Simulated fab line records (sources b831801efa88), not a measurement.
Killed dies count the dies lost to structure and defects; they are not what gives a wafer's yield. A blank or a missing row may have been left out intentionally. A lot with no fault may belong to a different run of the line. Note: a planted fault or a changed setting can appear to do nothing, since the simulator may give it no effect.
Which tool did it? + flow gf180mcu + 6 lots with 18 wafers sampled at 2 steps, on a route of 602 steps

## WHAT THE GAUGES SHOWED, per wafer
GF_VT_IMPLANT_RS_MEAS_49: measurement is done with a four-point probe.
| lot  | measured     | on            | MVPSD_RS (ohm/sq)    |
|------|--------------|---------------|----------------------|
| L547 | day 9 13:31  | film metro-01 | 1104.4 1102.5 1101.5 |
| L549 | day 10 00:40 | film metro-01 | 1103.3 1103.6 1105.1 |
| L554 | day 11 13:31 | film metro-04 | 1167.9 1164.9 1170.6 |
| L557 | day 12 11:28 | film metro-01 | 1164.1 1164.4 1167.4 |
| L559 | day 12 21:29 | film metro-04 | 1166.8 1174.7 1169.9 |
| L561 | day 13 10:37 | film metro-03 | 1168.9 1171.4 1163.5 |

## EACH LOT AND THE TOOL THAT RAN IT (in order: tool; ch and the chambers of the sampled wafers; start)
| lot  | GF_MVPSD_IMPLANT_08             |
|------|---------------------------------|
| L547 | implanter-03 ch 0, day 6 18:46  |
| L549 | implanter-03 ch 0, day 7 04:53  |
| L554 | implanter-04 ch 0, day 8 13:11  |
| L557 | implanter-04 ch 0, day 9 08:08  |
| L559 | implanter-04 ch 0, day 9 17:01  |
| L561 | implanter-03 ch 0, day 10 07:02 |
- GF_MVPSD_IMPLANT_08

## THE ANSWER, worked out from the rows above alone
Rule: the usual values come from the lots themselves. The widest of any qualifying gaps counts: lots, ordered by their means at a reading, are off when they make up no more than a third of the lots, leave a main group of 4 or more, and stand apart from it by 3 or more times the standard deviation of that group's means. Not used: any main group whose means are identical at the precision the tables above print for the reading. Also off: a lot with no number at a reading for which 4 or more lots have one. Where the step has rows for the other lots, those lots are counted as sound.
Off: L547, L549, at GF_VT_IMPLANT_RS_MEAS_49 (MVPSD_RS). The main group: mean 1167.9 ohm/sq, standard deviation 1.8.
A tool fits if, at a process step before that reading, it ran every lot that is off, and no sound lot after the first of them. The gauges at GF_VT_IMPLANT_RS_MEAS_49 are tried like those tools. No candidate that was tried fits.

## WHAT HAD BEEN PUT IN BY THE SIMULATOR
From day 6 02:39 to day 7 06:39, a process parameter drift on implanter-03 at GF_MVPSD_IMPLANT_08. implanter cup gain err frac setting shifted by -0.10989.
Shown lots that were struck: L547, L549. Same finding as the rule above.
